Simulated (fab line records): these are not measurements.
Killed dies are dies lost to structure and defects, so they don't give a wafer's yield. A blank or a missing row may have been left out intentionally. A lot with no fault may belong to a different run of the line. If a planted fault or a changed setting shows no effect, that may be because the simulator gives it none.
2 desks, one fault / flow sky130 / each desk holds nothing but its own numbers, with what lay behind them at the end

== THE METROLOGY DESK ==
What the gauges read, lot by lot, whatever tool the lot ran on: means of the sampled wafers that have a number. Marked OUT: a lot whose mean sits more than 4 standard deviations from the usual mean, which makes it out of limits; the brackets give that distance.
Columns: A = LI_CONTACT_W_RS at SKY_LI_CONTACT_RS_MEAS_22, usual 0.285 ohm/sq
lot=L998; first seen here=day 29 02:44; A=0.278
lot=L999; first seen here=day 29 10:39; A=0.286
lot=L106; first seen here=day 32 05:46; A=0.289
lot=L108; first seen here=day 32 09:34; A=0.280
lot=L110; first seen here=day 33 09:16; A=0.287
lot=L111; first seen here=day 33 17:06; A=0.284
lot=L114; first seen here=day 34 10:02; A=0.282
lot=L116; first seen here=day 35 04:38; A=0.284
lot=L117; first seen here=day 35 17:47; A=0.283
lot=L119; first seen here=day 36 14:11; A=0.286
lot=L120; first seen here=day 36 14:29; A=0.280
lot=L121; first seen here=day 36 15:29; A=0.282
This desk found nothing out of limits on any of the 12 lots.

== DESK OF THE TOOL OWNER: litho-track-03 ==
The tool's own readings at SKY_SONOS_ONO_SOFTBAKE_09 (time 60 s): means of the sampled wafers that have a number, for each lot that ran on this tool. Marked OUT: a lot whose mean sits more than 4 standard deviations from the usual mean, which makes it out of limits; the brackets give that distance.
Columns: A = exhaust-pa at SKY_SONOS_ONO_SOFTBAKE_09, usual 45.0 Pa; B = heater-power-total-W at SKY_SONOS_ONO_SOFTBAKE_09, usual 56.59 W; C = plate-temp-C at SKY_SONOS_ONO_SOFTBAKE_09, usual 89.99 C; D = run-length-s at SKY_SONOS_ONO_SOFTBAKE_09, usual 89.13 s
lot=L106; first seen here=day 15 01:41; A=44.5; B=56.62; C=89.96; D=89.25
lot=L108; first seen here=day 15 09:14; A=44.8; B=58.34 (+39) OUT; C=-; D=83.91 (-27) OUT
lot=L110; first seen here=day 16 07:26; A=44.7; B=58.31 (+38) OUT; C=-; D=83.93 (-27) OUT
lot=L111; first seen here=day 16 16:14; A=45.1; B=58.35 (+39) OUT; C=-; D=84.02 (-27) OUT
lot=L120; first seen here=day 19 16:50; A=44.7; B=56.60; C=89.95; D=89.35
This desk's verdict: out of limits on L108, L110, L111, starting with L108 at day 15 09:14 (heater-power-total-W at SKY_SONOS_ONO_SOFTBAKE_09). L106, L120 stayed within limits.

== TAKEN TOGETHER ==
An alarm could have come from the tool owner's desk at day 15 09:14, on L108, L110, L111.
From the metrology desk's view, nothing was out of limits.
The metrology desk holds a record of L108, L110, L111, inside its limits.
On litho-track-03, each named lot ran SKY_SONOS_ONO_SOFTBAKE_09.

== WHAT WAS PUT IN BY THE SIMULATOR ==
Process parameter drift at SKY_SONOS_ONO_SOFTBAKE_09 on litho-track-03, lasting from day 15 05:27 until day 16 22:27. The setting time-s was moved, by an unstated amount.
Shown lots that were struck: L108, L110, L111.
Each desk's first reading out of limits, in hours after the fault started: the tool owner's desk, 4.
